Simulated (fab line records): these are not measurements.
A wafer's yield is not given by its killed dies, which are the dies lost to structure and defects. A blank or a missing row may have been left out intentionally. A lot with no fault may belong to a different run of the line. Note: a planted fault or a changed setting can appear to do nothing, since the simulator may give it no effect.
The tool behind it: which one? ; flow gf180mcu ; Sampling: 11 lots, 33 wafers, 6 of 602 route steps

WHAT EACH GAUGE READ, for each wafer
GF_HV_LDD_CD_MEAS_07: target cd 400 nm.
lot;measured;on;cd_nm (nm)
L778;day 10 02:28;cd_sem-01;401.1 400.4 400.9
L781;day 11 02:10;cd_sem-02;- - -
L786;day 12 16:24;cd_sem-01;401.6 400.9 399.0
L787;day 13 04:38;cd_sem-02;399.2 400.3 397.7
L788;day 13 18:47;cd_sem-01;398.3 398.7 398.3
L789;day 14 06:27;cd_sem-01;397.6 400.0 398.1
L790;day 14 08:47;cd_sem-02;399.7 400.3 399.7
L791;day 14 12:47;cd_sem-02;396.5 397.5 397.9
L792;day 14 22:32;cd_sem-02;395.1 395.7 395.9
L795;day 15 17:46;cd_sem-02;398.7 397.4 398.9
L796;day 15 18:42;cd_sem-01;401.0 399.1 401.7

GF_HV_LDD_TW_MEAS_11.
lot;measured;on;HV_LDD_TW
L778;day 10 02:52;film_metro-01;2431 2438 2424
L781;day 11 02:34;film_metro-04;29 29 30
L786;day 12 16:47;film_metro-04;2382 2378 2382
L787;day 13 05:03;film_metro-01;2381 2382 2373
L788;day 13 19:12;film_metro-03;2439 2438 2412
L789;day 14 06:50;film_metro-01;2385 2391 2394
L790;day 14 09:11;film_metro-01;2384 2396 2382
L791;day 14 13:10;film_metro-04;2368 2367 2371
L792;day 14 22:57;film_metro-01;2390 2375 2392
L795;day 15 18:10;film_metro-03;2428 2430 2432
L796;day 15 19:05;film_metro-03;2410 2419 2407

GF_HV_LDD_CD_MEAS_19: target cd 400 nm.
lot;measured;on;cd_nm (nm)
L778;day 10 21:01;cd_sem-01;399.0 401.6 401.6
L781;day 11 21:13;cd_sem-02;401.2 403.2 400.2
L786;day 13 12:46;cd_sem-02;397.4 397.9 399.5
L787;day 14 01:43;cd_sem-01;402.6 403.0 404.0
L788;day 14 16:14;cd_sem-01;398.3 399.7 399.5
L789;day 15 04:18;cd_sem-01;400.8 401.5 399.6
L790;day 15 06:21;cd_sem-02;396.5 396.5 398.0
L791;day 15 10:28;cd_sem-01;398.6 397.8 398.5
L792;day 15 20:23;cd_sem-02;401.9 400.0 399.9
L795;day 16 16:37;cd_sem-01;397.1 397.9 397.4
L796;day 16 16:59;cd_sem-02;398.9 397.5 401.1

WHICH TOOL RAN EACH LOT (tool, then ch and the chambers of the sampled wafers, then the start)
lot;GF_DUAL_GATE_STRIP_13;GF_HV_LDD_EXPOSE_04;GF_HV_LDD_STRIP_10
L778;plasma_asher-04 ch 0, day 8 11:37;iline_stepper-01 ch 0, day 9 18:07;plasma_asher-04 ch 0,1, day 10 02:45
L781;plasma_asher-03 ch 1, day 9 09:55;iline_stepper-01 ch 0, day 10 17:23;plasma_asher-02 ch 1, day 11 02:27
L786;plasma_asher-03 ch 0,1, day 10 20:55;iline_stepper-01 ch 0, day 12 06:50;plasma_asher-02 ch 0,1, day 12 16:41
L787;plasma_asher-04 ch 0,1, day 11 09:19;iline_stepper-01 ch 0, day 12 18:47;plasma_asher-02 ch 0,1, day 13 04:57
L788;plasma_asher-03 ch 0,1, day 11 20:26;iline_stepper-01 ch 0, day 13 08:58;plasma_asher-01 ch 0, day 13 19:06
L789;plasma_asher-01 ch 0,1, day 12 08:34;iline_stepper-01 ch 0, day 13 19:27;plasma_asher-04 ch 0,1, day 14 06:44
L790;plasma_asher-04 ch 0,1, day 12 09:24;iline_stepper-01 ch 0, day 13 22:45;plasma_asher-04 ch 0,1, day 14 09:06
L791;plasma_asher-01 ch 0,1, day 12 15:04;iline_stepper-01 ch 0, day 14 02:38;plasma_asher-01 ch 0,1, day 14 13:04
L792;plasma_asher-04 ch 0,1, day 12 21:46;iline_stepper-02 ch 0, day 14 12:14;plasma_asher-04 ch 0,1, day 14 22:51
L795;plasma_asher-01 ch 0,1, day 13 17:52;iline_stepper-02 ch 0, day 15 07:37;plasma_asher-04 ch 0,1, day 15 18:04
L796;plasma_asher-04 ch 0,1, day 13 20:22;iline_stepper-02 ch 0, day 15 08:20;plasma_asher-02 ch 0,1, day 15 19:00
- GF_DUAL_GATE_STRIP_13: strips in O2/N2.
- GF_HV_LDD_EXPOSE_04: exposes mask Nplus LV AREA, target cd 400 nm.
- GF_HV_LDD_STRIP_10: strips in O2/N2.

WHAT THE TOOLS THEMSELVES READ (means of the sampled wafers that have a number; where no wafer has one, the mark that the record gives instead)
GF_DUAL_GATE_STRIP_13.
lot;tool;chamber_pressure_mTorr (mTorr);drypump_motor_current_A (A);heater_power_w (W);oes_product_au (a.u.);strip_time_to_endpoint_s (s)
L778;plasma_asher-04;1500.3;6.1;312;0.713;12.59
L781;plasma_asher-03;1501.0;6.1;324;0.721;12.64
L786;plasma_asher-03;1499.8;5.5;346;0.709;12.66
L787;plasma_asher-04;1500.2;6.2;317;0.717;12.65
L788;plasma_asher-03;1500.4;5.8;337;0.715;12.60
L789;plasma_asher-01;1499.4;5.4;326;0.714;12.68
L790;plasma_asher-04;1500.4;6.2;318;0.716;12.61
L791;plasma_asher-01;1498.9;6.0;347;0.716;12.63
L792;plasma_asher-04;1498.8;6.2;318;0.719;12.63
L795;plasma_asher-01;1500.9;6.1;341;0.712;12.64
L796;plasma_asher-04;1499.4;6.2;317;0.721;12.60

GF_HV_LDD_EXPOSE_04.
lot;tool;focus_offset_nm (nm);reticle_temp_C (C)
L778;iline_stepper-01;0.4;23.08
L781;iline_stepper-01;-0.6;22.96
L786;iline_stepper-01;-0.0;23.10
L787;iline_stepper-01;0.4;23.03
L788;iline_stepper-01;0.1;22.95
L789;iline_stepper-01;0.2;22.99
L790;iline_stepper-01;-0.0;22.86
L791;iline_stepper-01;0.2;22.94
L792;iline_stepper-02;-0.1;23.03
L795;iline_stepper-02;-0.3;22.94
L796;iline_stepper-02;-0.2;23.13

GF_HV_LDD_STRIP_10.
lot;tool;chamber_pressure_mTorr (mTorr);drypump_motor_current_A (A);heater_power_w (W);oes_product_au (a.u.);strip_time_to_endpoint_s (s)
L778;plasma_asher-04;1500.6;6.2;320;0.715;12.63
L781;plasma_asher-02;1499.7;6.5;410;0.716;12.64
L786;plasma_asher-02;1500.4;6.4;398;0.714;12.61
L787;plasma_asher-02;1500.2;6.4;405;0.718;12.63
L788;plasma_asher-01;1499.5;4.7;307;0.718;12.70
L789;plasma_asher-04;1500.3;6.1;320;0.719;12.61
L790;plasma_asher-04;1500.6;6.2;320;0.716;12.63
L791;plasma_asher-01;1500.6;6.1;345;0.721;12.64
L792;plasma_asher-04;1499.8;6.2;323;0.721;12.68
L795;plasma_asher-04;1499.7;6.2;322;0.721;12.68
L796;plasma_asher-02;1499.5;6.2;395;0.716;12.65

THE ANSWER, worked out from the rows above alone
Rule: what is usual is taken from the lots themselves. The widest of any qualifying gaps counts: lots, ordered by their means at a reading, are off when they make up no more than a third of the lots, leave a main group of 4 or more, and stand apart from it by 3 or more times the standard deviation of that group's means. The tables above print the reading to a certain number of digits; a main group whose means all agree to those digits is not used. Also off: a lot with no number at a reading for which 4 or more lots have one. Any other lot the step has rows for is counted as sound. Order of review: gauges by route order, followed by the tools' own readings, for which a lot's mean as printed above is used. The first step at which some lot is off is used, and at that step the reading that is off furthest; a lot without a number counts as furthest.
Off at GF_HV_LDD_CD_MEAS_07 (cd_nm): L781. Without a number there: L781. Mean 398.9 nm and standard deviation 1.6 in the main group.
If a tool, at a process step before that reading, ran all the lots that are off and no sound lot after the first of them, it fits. Not tried: the gauges at GF_HV_LDD_CD_MEAS_07; whatever is off there is also off at GF_HV_LDD_TW_MEAS_11, on other tools, and gauge error can't account for it. Not one of the candidates tried fits.

WHAT HAD BEEN PUT IN BY THE SIMULATOR
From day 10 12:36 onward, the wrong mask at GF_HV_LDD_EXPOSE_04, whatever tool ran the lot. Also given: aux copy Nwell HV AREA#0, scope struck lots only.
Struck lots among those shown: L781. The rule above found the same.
